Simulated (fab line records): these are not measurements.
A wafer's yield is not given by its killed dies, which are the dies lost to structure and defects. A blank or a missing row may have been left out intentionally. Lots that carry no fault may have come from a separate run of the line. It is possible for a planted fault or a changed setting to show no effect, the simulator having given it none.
fab line records	flow sky130
record lots=5	wafers=15	last_day=49
route steps=708 shown SONOS_ONO@171 PAD_OPEN@708
lots with no fault: from the same line, run without faults
start_h: hours from the record's opening day to when the first of the lot's shown wafers began	wait_h: hours from the lot's prior step to this one	" identical to the entry in the row above	L1.1+2: a row that stands for several wafers	- value missing, or start not given	* or withheld: withheld	< > ~ a bound
route shown NAME@n: a module of which the file shows steps, and the number in the route of the first	usual: mean and standard deviation over wafers with no fault	same: alike in all rows	chamber/n: place in a boat	sites: each site's reading	_std_site: their standard deviation	_edge_site: mean of outer sites minus mean of inner sites	radius_mm: for every site, how far away it sits from the centre of the wafer	mask NAME#n: copy n	behind: tool/chamber where the wafer was last shaped	hold: cause of the lot's hold/its duration in hours/its outcome	device: whichever transistor did not switch (one of n, p or np)	end of line: at the end of the route, the tests of the same wafers	a step given without rows: its recipe and nothing more	killed: the dies lost at the first sort to structure and to defects; this is not the yield of the wafer	map: the dies of a wafer, with x for killed, . for not killed, _ for no die there
set.NAME: setting as actually run; set.NAME@STEP: the setting as run at that earlier step	model.NAME: the simulator's own value behind a step, which no gauge read
lots seen at some steps along the route; tables by step, rows by wafer
services: a tool's chamber out of use, with start hour (start_h, from the record's first day; less than 0 if before it), hours out, and reason
## steps
# step SKY_SONOS_ONO_THK_MEAS_03
# recipe reads=Si3N4_of_SONOS_ONO_CVD_02
# usual SONOS_ONO_CVD_02_THK=10.47/0.14
lot.wafer	tool	chamber	start_h	wait_h	SONOS_ONO_CVD_02_THK[nm]
L417.1	film_metro-03	-	286.19	0.0	10.33
L417.2	"	-	"	"	10.56
L417.3	"	-	"	"	10.46
L423.1	film_metro-04	-	330.91	0.0	10.56
L423.5	"	-	"	"	10.56
L423.6	"	-	"	"	10.44
L424.2	film_metro-03	-	333.43	0.0	10.52
L424.3	"	-	"	"	10.52
L424.4	"	-	"	"	10.32
L426.1	film_metro-03	-	359.45	0.0	10.39
L426.5	"	-	"	"	10.36
L426.6	"	-	"	"	10.48
L429.3	film_metro-01	-	376.97	0.0	10.49
L429.5	"	-	"	"	10.49
L429.6	"	-	"	"	10.66
# step SKY_SONOS_ONO_CVD_04
# recipe material=SiO2	precursor=SiH4/N2O	target_thk_nm=5.7199	temp_c=900	pressure_mtorr=400
# step SKY_SONOS_ONO_THK_MEAS_05
# recipe reads=SiO2_of_SONOS_ONO_CVD_04
# usual SONOS_ONO_CVD_04_THK=5.70/0.097
lot.wafer	tool	chamber	start_h	wait_h	SONOS_ONO_CVD_04_THK[nm]
L417.1	film_metro-04	-	287.50	0.0	5.67
L417.2	"	-	"	"	5.76
L417.3	"	-	"	"	5.71
L423.1	film_metro-01	-	332.22	0.0	5.77
L423.5	"	-	"	"	5.72
L423.6	"	-	"	"	5.74
L424.2	film_metro-04	-	334.74	0.0	5.59
L424.3	"	-	"	"	5.54
L424.4	"	-	"	"	5.71
L426.1	film_metro-03	-	360.76	0.0	5.81
L426.5	"	-	"	"	5.81
L426.6	"	-	"	"	5.84
L429.3	film_metro-04	-	378.28	0.0	5.58
L429.5	"	-	"	"	5.59
L429.6	"	-	"	"	5.70
# step SKY_SONOS_ONO_DEHYDRATE_06
# recipe temp_c=200	time_s=60
# step SKY_SONOS_ONO_HMDS_07
# recipe prime_time_s=60	prime_temp_c=120
# step SKY_SONOS_ONO_COAT_08
# recipe resist=NOVOLAK	spin_rpm=3065	resist_thk_nm=1140
# step SKY_SONOS_ONO_SOFTBAKE_09
# recipe temp_c=90	time_s=60	resist=NOVOLAK
# step SKY_SONOS_ONO_EXPOSE_10
# recipe mask_id=ONOM	target_cd_nm=410	na=0.6	source_shape=conventional	sigma_outer=0.6	dose_mj=150
# step SKY_SONOS_ONO_PEB_11
# recipe temp_c=withheld	time_s=*	resist=NOVOLAK
# step SKY_SONOS_ONO_DEVELOP_12
# recipe develop_time_s=60	dev_temp_c=23
# step SKY_SONOS_ONO_CD_MEAS_13
# recipe target_cd_nm=410
# usual cd_nm=408.3/2.3
lot.wafer	tool	chamber	start_h	wait_h	cd_nm
L417.1	cd_sem-02	-	313.06	0.1	413.7
L417.2	"	-	"	"	412.6
L417.3	"	-	"	"	413.6
L423.1	cd_sem-02	-	358.87	0.1	408.6
L423.5	"	-	"	"	408.0
L423.6	"	-	"	"	408.1
L424.2	cd_sem-01	-	361.98	0.1	408.1
L424.3	"	-	"	"	405.8
L424.4	"	-	"	"	408.6
L426.1	cd_sem-02	-	388.26	0.1	406.6
L426.5	"	-	"	"	405.9
L426.6	"	-	"	"	405.2
L429.3	cd_sem-01	-	407.31	0.1	404.4
L429.5	"	-	"	"	408.1
L429.6	"	-	"	"	406.0
# step SKY_SONOS_ONO_OVL_MEAS_14
# usual SONOS_ONO_OVL=-0.1/1.2
lot.wafer	tool	chamber	start_h	wait_h	SONOS_ONO_OVL[nm]
L417.1	overlay-02	-	313.18	0.1	-1.8
L417.2	"	-	"	"	0.2
L417.3	"	-	"	"	-2.3
L423.1	overlay-02	-	358.99	0.1	-1.2
L423.5	"	-	"	"	-2.7
L423.6	"	-	"	"	-1.8
L424.2	overlay-02	-	362.08	0.1	0.9
L424.3	"	-	"	"	1.4
L424.4	"	-	"	"	1.7
L426.1	overlay-02	-	388.38	0.1	-1.8
L426.5	"	-	"	"	1.8
L426.6	"	-	"	"	-0.1
L429.3	overlay-01	-	407.40	0.1	-0.9
L429.5	"	-	"	"	-2.2
L429.6	"	-	"	"	-3.4
# step SKY_SONOS_ONO_ETCH_15
# recipe target_depth_nm=19.52	chemistry=CHF3/O2	source_w=600	bias_w=200	pressure_mtorr=40	chf3_flow_sccm=50	O2_flow_sccm=5	time_s=7.8
# usual chf3_flow_sccm=50.00/0.14	drypump_motor_current_A=5.7/0.4	oes_product_au=1.000/0.013	throttle_valve_pct=8.823/0.0092
lot.wafer	tool	chamber	start_h	wait_h	chf3_flow_sccm	drypump_motor_current_A	oes_product_au	rf_hours_counter_h	throttle_valve_pct	model.SONOS_ONO.feature_depth_nm	model.etch.depth_nm	model.NOVOLAK_of_SONOS_ONO_COAT_08.thk_nm
L417.1	rie_diel-03	2	313.21	0.0	50.07	5.2	1.016	1	8.840	19.88	19.88	1110
L417.2	"	3	"	"	49.92	6.2	0.983	19	8.812	19.05	19.05	1109
L417.3	"	1	"	"	49.95	5.4	1.007	6	8.833	19.7	19.7	1109
L423.1	rie_diel-02	3	359.03	0.0	50.11	5.9	0.992	26	8.825	19.34	19.34	1109
L423.5	"	0	"	"	49.78	5.7	0.995	-	8.817	19.4	19.4	1110
L423.6	"	2	"	"	49.96	5.8	1.006	-	8.815	19.81	19.81	1109
L424.2	rie_diel-04	3	362.11	0.0	49.85	6.1	1.008	6	8.836	19.61	19.61	1116
L424.3	"	2	"	"	50.06	5.1	1.003	62	8.835	19.51	19.51	1111
L424.4	"	1	"	"	50.20	5.9	0.987	43	8.799	19.28	19.28	1112
L426.1	rie_diel-04	1	388.41	0.0	49.87	5.8	0.986	43	8.809	18.99	18.99	1109
L426.5	"	2	"	"	50.20	5.1	0.995	-	8.825	19.2	19.2	1108
L426.6	"	3	"	"	49.94	6.1	0.990	-	8.814	19.32	19.32	1108
L429.3	rie_diel-03	0	407.43	0.0	49.96	6.0	1.018	39	8.817	11.04	11.04	1118
L429.5	"	3	"	"	50.02	6.2	0.995	-	8.809	10.64	10.64	1115
L429.6	"	0	"	"	50.04	6.1	1.010	-	8.834	11.02	11.02	1120
# step SKY_SONOS_ONO_WET_ETCH_16
# recipe chemistry=dHF	target_depth_nm=14	dry=n2_spin	target=SiO2	dilution=100:1	temp_c=25	time_s=280
# step SKY_PAD_OPEN_PROBE_99
# usual killed_at_M0_to_M3=44/6.8	killed_at_M4_up=2.9/1.7	killed_at_contacts=24/5.2	killed_at_front_end=15/4	killed_at_other=0.2/0.44	killed_dies=86/9.9	killed_open=47/7.9	killed_short=39/6.3
# same gross_dies=492	killed_at_back_side=0
lot.wafer	tool	chamber	start_h	wait_h	killed_at_M0_to_M3	killed_at_M4_up	killed_at_contacts	killed_at_front_end	killed_at_other	killed_dies	killed_open	killed_short	model.etest.nfet_16v.r_on_ohm_um	model.etest.pfet_16v.r_on_ohm_um	model.etest.pfet_g5v0d10v5.r_on_ohm_um	model.etest.nfet_g5v0d10v5.r_on_ohm_um	model.etest.nfet_g5v0d10v5.drive_ua_um	model.etest.tip_sonos.rs_ohm_sq	model.etest.nfet_05v0_nvt.drive_ua_um	model.etest.nfet_16v.drive_ua_um
L417.1	prober-02	-	1105.18	0.1	37	2	32	17	0	88	41	47	1.401e+04	1.501e+04	4657	1866	597.9	2776	572	220.4
L417.2	prober-02	-	1105.23	0.1	37	6	28	18	0	89	48	41	1.409e+04	1.57e+04	4751	1878	603.7	2697	574.5	220.6
L417.3	prober-02	-	1105.28	0.2	41	4	16	22	0	83	47	35	1.388e+04	1.49e+04	4682	1891	613.2	2689	585.1	224.4
L423.1	prober-02	-	1138.79	0.1	46	4	28	17	0	95	52	43	1.442e+04	1.504e+04	4837	1888	603.7	2675	574	218.6
L423.5	prober-02	-	1138.99	0.2	45	4	33	18	0	100	46	53	1.453e+04	1.52e+04	4833	1874	604.4	2620	582.7	220
L423.6	prober-02	-	1139.04	0.2	44	0	21	19	0	84	44	40	1.467e+04	1.542e+04	4915	1915	598.8	2706	565.7	214.5
L424.2	prober-01	-	1140.74	0.1	47	5	23	8	0	83	32	51	1.406e+04	1.532e+04	4758	1844	620.4	2670	584.8	222.5
L424.3	prober-01	-	1140.79	0.2	44	2	31	11	0	88	46	42	1.429e+04	1.53e+04	4783	1896	613.2	2634	579.3	221.2
L424.4	prober-01	-	1140.84	0.2	53	5	29	17	0	104	65	39	1.42e+04	1.535e+04	4712	1835	616.3	2620	579.4	223.2
L426.1	prober-02	-	1158.69	0.1	53	5	20	19	0	97	51	46	1.403e+04	1.503e+04	4649	1846	612	2623	579.9	225.7
L426.5	prober-02	-	1158.89	0.2	49	1	24	5	1	80	36	44	1.393e+04	1.464e+04	4695	1850	604.5	2640	580.5	222.6
L426.6	prober-02	-	1158.94	0.2	44	2	17	15	1	79	42	37	1.41e+04	1.53e+04	4747	1887	605.1	2644	580.8	223.1
L429.3	prober-02	-	1167.15	0.2	50	0	24	16	0	90	49	40	1.763e+04	1.627e+04	5415	2416	408.1	2920	428.5	136
L429.5	prober-02	-	1167.25	0.2	43	0	20	16	0	79	45	34	1.754e+04	1.611e+04	5384	2401	408.7	2911	427.9	134.9
L429.6	prober-02	-	1167.30	0.2	49	2	25	9	0	85	46	39	1.759e+04	1.637e+04	5347	2392	408.5	2886	433.1	136.1
# killed by level:class
L417.1 CONTACT:geometric_particle:open=13 VIA2:geometric_particle:open=6 LI_CONTACT:geometric_particle:short=6 LI_CONTACT:geometric_particle:open=6 METAL1:geometric_particle:short=6 METAL2:geometric_particle:short=6 FIELD_ISO:geometric_particle:short=5 POLY_GATE:geometric_particle:short=5
L417.2 VIA1:geometric_particle:open=13 CONTACT:geometric_particle:open=10 LI_CONTACT:geometric_particle:open=7 VIA2:geometric_particle:open=5 METAL4:geometric_particle:short=5 FIELD_ISO:geometric_particle:short=4 LI_CONTACT:geometric_particle:short=4 CONTACT:geometric_particle:short=4
L417.3 VIA2:geometric_particle:open=9 POLY_GATE:geometric_particle:open=9 CONTACT:geometric_particle:open=8 METAL1:geometric_particle:short=7 VIA1:geometric_particle:open=7 FIELD_ISO:geometric_particle:short=4 LI_CONTACT:geometric_particle:open=4 METAL3:geometric_particle:short=4
L423.1 VIA1:geometric_particle:open=13 VIA3:geometric_particle:open=11 CONTACT:geometric_particle:open=10 VIA1:geometric_particle:short=10 LOCAL_INTERCONNECT:geometric_particle:short=8 FIELD_ISO:geometric_particle:open=5 FIELD_ISO:geometric_particle:short=4 LI_CONTACT:geometric_particle:open=4
L423.5 VIA1:geometric_particle:open=16 LOCAL_INTERCONNECT:geometric_particle:short=9 LI_CONTACT:geometric_particle:short=8 LI_CONTACT:geometric_particle:open=7 VIA2:geometric_particle:open=7 VIA1:geometric_particle:short=6 CONTACT:geometric_particle:open=5 METAL1:geometric_particle:short=5
L423.6 CONTACT:geometric_particle:open=9 VIA1:geometric_particle:open=9 METAL1:geometric_particle:short=7 POLY_GATE:geometric_particle:open=5 POLY_GATE:geometric_particle:short=5 LOCAL_INTERCONNECT:geometric_particle:short=5 LI_CONTACT:geometric_particle:open=5 METAL2:geometric_particle:short=5
L424.2 CONTACT:geometric_particle:short=11 METAL2:geometric_particle:short=10 VIA1:geometric_particle:open=6 VIA3:geometric_particle:open=6 LI_CONTACT:geometric_particle:open=5 VIA2:geometric_particle:open=5 METAL3:geometric_particle:short=5 METAL4:geometric_particle:short=5
L424.3 CONTACT:geometric_particle:open=13 VIA1:geometric_particle:open=12 CONTACT:geometric_particle:short=8 VIA3:geometric_particle:open=6 METAL2:geometric_particle:short=6 LI_CONTACT:geometric_particle:open=5 FIELD_ISO:geometric_particle:open=4 LOCAL_INTERCONNECT:geometric_particle:short=4
L424.4 CONTACT:geometric_particle:open=13 VIA3:geometric_particle:open=12 VIA1:geometric_particle:open=10 LI_CONTACT:geometric_particle:open=8 VIA2:geometric_particle:open=8 METAL2:geometric_particle:short=6 FIELD_ISO:geometric_particle:short=4 FIELD_ISO:geometric_particle:open=4
L426.1 VIA1:geometric_particle:open=14 CONTACT:geometric_particle:open=8 VIA1:geometric_particle:short=8 METAL1:geometric_particle:short=7 VIA2:geometric_particle:open=7 VIA3:geometric_particle:open=7 FIELD_ISO:geometric_particle:open=5 METAL4:geometric_particle:short=5
L426.5 VIA1:geometric_particle:open=11 CONTACT:geometric_particle:open=9 METAL1:geometric_particle:short=9 VIA1:geometric_particle:short=7 CONTACT:geometric_particle:short=5 METAL2:geometric_particle:short=5 VIA2:geometric_particle:short=4 LI_CONTACT:geometric_particle:open=4
L426.6 METAL1:geometric_particle:short=8 VIA1:geometric_particle:open=8 CONTACT:geometric_particle:open=6 VIA3:geometric_particle:open=6 VIA2:geometric_particle:open=5 METAL2:geometric_particle:short=5 LOCAL_INTERCONNECT:geometric_particle:short=4 FIELD_ISO:geometric_particle:open=3
L429.3 VIA1:geometric_particle:open=13 LI_CONTACT:geometric_particle:open=10 CONTACT:geometric_particle:open=7 METAL1:geometric_particle:short=7 METAL2:geometric_particle:short=6 VIA2:geometric_particle:short=5 VIA2:geometric_particle:open=5 POLY_GATE:geometric_particle:open=4
L429.5 POLY_GATE:geometric_particle:open=7 VIA1:geometric_particle:open=7 METAL1:geometric_particle:short=6 VIA2:geometric_particle:open=6 VIA1:geometric_particle:short=5 LOCAL_INTERCONNECT:geometric_particle:open=4 VIA3:geometric_particle:open=4 CONTACT:geometric_particle:open=4
L429.6 CONTACT:geometric_particle:open=11 VIA1:geometric_particle:open=9 METAL1:geometric_particle:short=7 VIA2:geometric_particle:short=7 POLY_GATE:geometric_particle:open=6 METAL2:geometric_particle:short=6 LI_CONTACT:geometric_particle:open=5 VIA3:geometric_particle:open=5
## services
tool	chamber	start_h	hours	kind
rie_diel-04	0	294.59	5.3	repair
rie_diel-02	1	351.07	11.4	repair
rie_diel-04	2	397.48	1.8	repair
rie_diel-02	-	398.76	1.0	repair
## key
first_sign none at tools or gauges
model_effect step=SKY_SONOS_ONO_ETCH_15	value=SONOS_ONO.feature_depth_nm	without=19.75	struck=10.9
model_effect step=SKY_PAD_OPEN_PROBE_99	value=etest.nfet_16v.r_on_ohm_um	without=1.413e+04	struck=1.758e+04
met_at SKY_SONOS_ONO_ETCH_15
struck_wafers L429.3,L429.5,L429.6
tester_left_out L429
onset_between 313.21 407.43
also_fits time
fault kind=process_parameter_drift	tool=rie_diel-03	chamber=-	onset_h=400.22	steps=SKY_SONOS_ONO_ETCH_15	channel=time_s	offset=*	shape=step	end_h=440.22	acts_in=*	stated=*
# tester_left_out: of these lots the tester's yield and bins aren't shown, on N5 and GAA mostly nor the transistor test; their killed dies are dies lost to structure and defects alone, not to doping, threshold or leakage, so they don't give the yield
